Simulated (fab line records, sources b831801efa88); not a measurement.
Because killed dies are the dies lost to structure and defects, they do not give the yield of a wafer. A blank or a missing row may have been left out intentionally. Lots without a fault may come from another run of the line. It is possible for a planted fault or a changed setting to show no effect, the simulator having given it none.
Which tool was responsible? ; flow sky130 ; 36 wafers from 12 lots sampled at 6 of the route's 708 steps

== WHAT EACH GAUGE READ, for each wafer ==
SKY_FIELD_ISO_CD_MEAS_13: target cd 150 nm. Usual: 149.4 nm for cd-nm, sd 1.8.
lot;measured;on;cd-nm (nm);flag
L784;day 2 07:02;cd-sem-02;150.1 149.2 149.7;
L785;day 2 16:07;cd-sem-01;150.6 151.7 151.9;
L786;day 2 16:17;cd-sem-02;148.4 148.3 148.4;
L792;day 3 22:51;cd-sem-01;151.5 150.5 151.6;
L793;day 4 03:29;cd-sem-01;149.8 151.4 149.6;
L797;day 5 02:54;cd-sem-01;151.1 152.3 151.5;
L799;day 5 13:16;cd-sem-02;150.9 150.6 151.8;
L800;day 5 15:03;cd-sem-02;149.9 148.5 147.3;
L802;day 6 03:19;cd-sem-01;150.5 150.6 151.3;
L803;day 6 09:49;cd-sem-02;149.1 149.5 148.7;
L806;day 7 00:39;cd-sem-02;144.1 144.6 145.7;
L807;day 7 04:19;cd-sem-02;150.3 151.5 151.4;

SKY_FIELD_ISO_THK_MEAS_25. Usual: FIELD_ISO_CVD_24_THK typically reads 593 nm, with standard deviation 5.1.
lot;measured;on;FIELD_ISO_CVD_24_THK (nm);flag
L784;day 2 09:42;film-metro-02;591 598 591;
L785;day 2 19:16;film-metro-01;602 599 597;
L786;day 2 19:16;film-metro-02;595 601 589;
L792;day 4 04:01;film-metro-01;926 592 600;OFF
L793;day 4 08:06;film-metro-02;598 598 935;OFF
L797;day 5 04:52;film-metro-01;596 592 596;
L799;day 5 15:12;film-metro-03;588 588 591;
L800;day 5 18:25;film-metro-02;584 586 578;
L802;day 6 06:44;film-metro-03;587 587 581;
L803;day 6 13:04;film-metro-03;589 587 594;
L806;day 7 03:13;film-metro-01;596 599 597;
L807;day 7 07:00;film-metro-02;593 590 594;

SKY_NWELL_THK_MEAS_02. Usual: NWELL_OXIDATION_THK typically reads 9.91 nm, with standard deviation 0.18.
lot;measured;on;NWELL_OXIDATION_THK (nm);flag
L784;day 2 14:37;film-metro-04;10.00 9.84 9.94;
L785;day 3 00:01;film-metro-02;10.32 10.14 10.14;
L786;day 3 00:01;film-metro-04;10.14 10.23 10.04;
L792;day 4 13:27;film-metro-02;10.11 10.06 9.97;
L793;day 4 15:09;film-metro-02;9.96 10.03 10.00;
L797;day 5 09:49;film-metro-02;9.95 10.07 9.96;
L799;day 5 21:23;film-metro-04;9.88 9.77 9.65;
L800;day 5 22:46;film-metro-04;9.76 9.80 9.78;
L802;day 6 18:50;film-metro-03;9.96 9.94 9.90;
L803;day 6 18:49;film-metro-02;9.59 9.70 9.85;
L806;day 7 09:07;film-metro-03;9.85 9.91 9.75;
L807;day 7 13:53;film-metro-02;9.78 9.66 9.78;

SKY_VT_ADJUST_NCORE_CD_MEAS_07: target cd 380 nm. Usual: 379.7 nm for cd-nm, sd 2.7.
lot;measured;on;cd-nm (nm);flag
L784;day 8 16:34;cd-sem-01;382.0 380.1 380.6;
L785;day 9 06:41;cd-sem-01;376.4 374.7 374.2;
L786;day 9 04:17;cd-sem-02;376.0 377.1 378.2;
L792;day 11 08:46;cd-sem-02;378.4 377.8 375.8;
L793;day 11 09:10;cd-sem-02;381.7 381.6 381.4;
L797;day 12 08:27;cd-sem-01;380.2 381.9 382.0;
L799;day 13 03:44;cd-sem-02;382.8 382.9 380.5;
L800;day 13 04:01;cd-sem-01;383.2 383.9 383.3;
L802;day 14 10:01;cd-sem-01;379.9 382.2 382.6;
L803;day 14 07:51;cd-sem-02;380.4 379.5 380.8;
L806;day 15 04:42;cd-sem-02;379.1 378.6 381.8;
L807;day 15 10:13;cd-sem-02;382.8 382.2 382.7;

== WHAT TOOL EACH LOT RAN ON (gives the tool, then ch and the chambers of the sampled wafers, and finally the start) ==
lot;SKY_FIELD_ISO_CVD_24;SKY_FIELD_ISO_CMP_27
L784;hdpcvd-01 ch 0,1,2, day 2 09:38;cmp-02 ch 0,1,2, day 2 11:48
L785;hdpcvd-02 ch 0,1,2, day 2 19:11;cmp-02 ch 0,1,2, day 2 20:58
L786;hdpcvd-01 ch 0,1,2, day 2 19:11;cmp-01 ch 0,2,3, day 2 20:49
L792;hdpcvd-02 ch 0,2, day 4 03:56;cmp-02 ch 0,1,3, day 4 08:13
L793;hdpcvd-02 ch 0,1, day 4 08:01;cmp-01 ch 0,1,3, day 4 12:06
L797;hdpcvd-01 ch 0,1,2, day 5 04:47;cmp-02 ch 0,1,2, day 5 07:33
L799;hdpcvd-01 ch 0,2, day 5 15:07;cmp-02 ch 0,1,3, day 5 18:20
L800;hdpcvd-01 ch 0,2, day 5 18:20;cmp-02 ch 0,1,2, day 5 20:04
L802;hdpcvd-01 ch 1,2, day 6 06:38;cmp-02 ch 1,2, day 6 14:22
L803;hdpcvd-01 ch 1,2, day 6 12:57;cmp-02 ch 1,2,3, day 6 15:55
L806;hdpcvd-02 ch 0,1,2, day 7 03:09;cmp-02 ch 1,2,3, day 7 05:01
L807;hdpcvd-02 ch 0,1,2, day 7 06:55;cmp-01 ch 0,2,3, day 7 10:40
- SKY_FIELD_ISO_CVD_24: deposits SiO2, target thk 595 nm, time 99.2 s.
- SKY_FIELD_ISO_CMP_27: polishes, stops on Si3N4, t overpolish 16 s, target thk 457.8 nm.

== WHAT THE TOOLS THEMSELVES READ (means of the sampled wafers that have a number; where no wafer has one, the mark that the record gives instead) ==
SKY_FIELD_ISO_CMP_27. Usual: edge-zone-pressure-frac 1.000, standard deviation 0.0051; motor-current-A 12.4 A, standard deviation 0.77; platen-rpm 60.00 rpm, standard deviation 0.039; time-to-endpoint-s 111 s, standard deviation 3.5.
lot;tool;edge-zone-pressure-frac;motor-current-A (A);platen-rpm (rpm);time-to-endpoint-s (s);flag
L784;cmp-02;1.003;12.2;59.94;115;
L785;cmp-02;1.004;12.4;59.99;111;
L786;cmp-01;1.000;11.8;59.95;115;
L792;cmp-02;0.995;12.9;59.98;130;OFF
L793;cmp-01;1.003;12.4;60.01;131;OFF
L797;cmp-02;1.000;12.5;59.99;113;
L799;cmp-02;0.995;12.5;60.03;116;
L800;cmp-02;0.999;12.6;60.02;112;
L802;cmp-02;0.993;12.0;59.99;110;
L803;cmp-02;0.998;12.2;60.01;112;
L806;cmp-02;1.001;12.5;59.99;115;
L807;cmp-01;1.000;11.8;60.00;109;

== THE ANSWER, worked out from the rows above alone ==
Rule: take the mean of a lot's wafers that have a number; if it is more than 3 standard deviations from the usual mean, the lot is off. A lot without any number at a reading at which 4 lots or more have one is off too. Any other lot the step has rows for is counted as sound. First the gauges in route order, then the tools' own readings, where a lot's mean is used as printed above. At the first step where some lot is off, the reading lying furthest off is the one used; lots without a number count as furthest.
Off: at SKY_FIELD_ISO_THK_MEAS_25 (FIELD_ISO_CVD_24_THK), L792, L793.
A tool fits if, at a process step before that reading, it ran every lot that is off, and no sound lot after the first of them. The gauges at SKY_FIELD_ISO_THK_MEAS_25 aren't tried: what is off there is off at SKY_FIELD_ISO_CMP_27 too, on other tools, and a gauge's error can't cause that. Not one of the candidates tried fits.

== WHAT THE SIMULATOR HAD INSERTED ==
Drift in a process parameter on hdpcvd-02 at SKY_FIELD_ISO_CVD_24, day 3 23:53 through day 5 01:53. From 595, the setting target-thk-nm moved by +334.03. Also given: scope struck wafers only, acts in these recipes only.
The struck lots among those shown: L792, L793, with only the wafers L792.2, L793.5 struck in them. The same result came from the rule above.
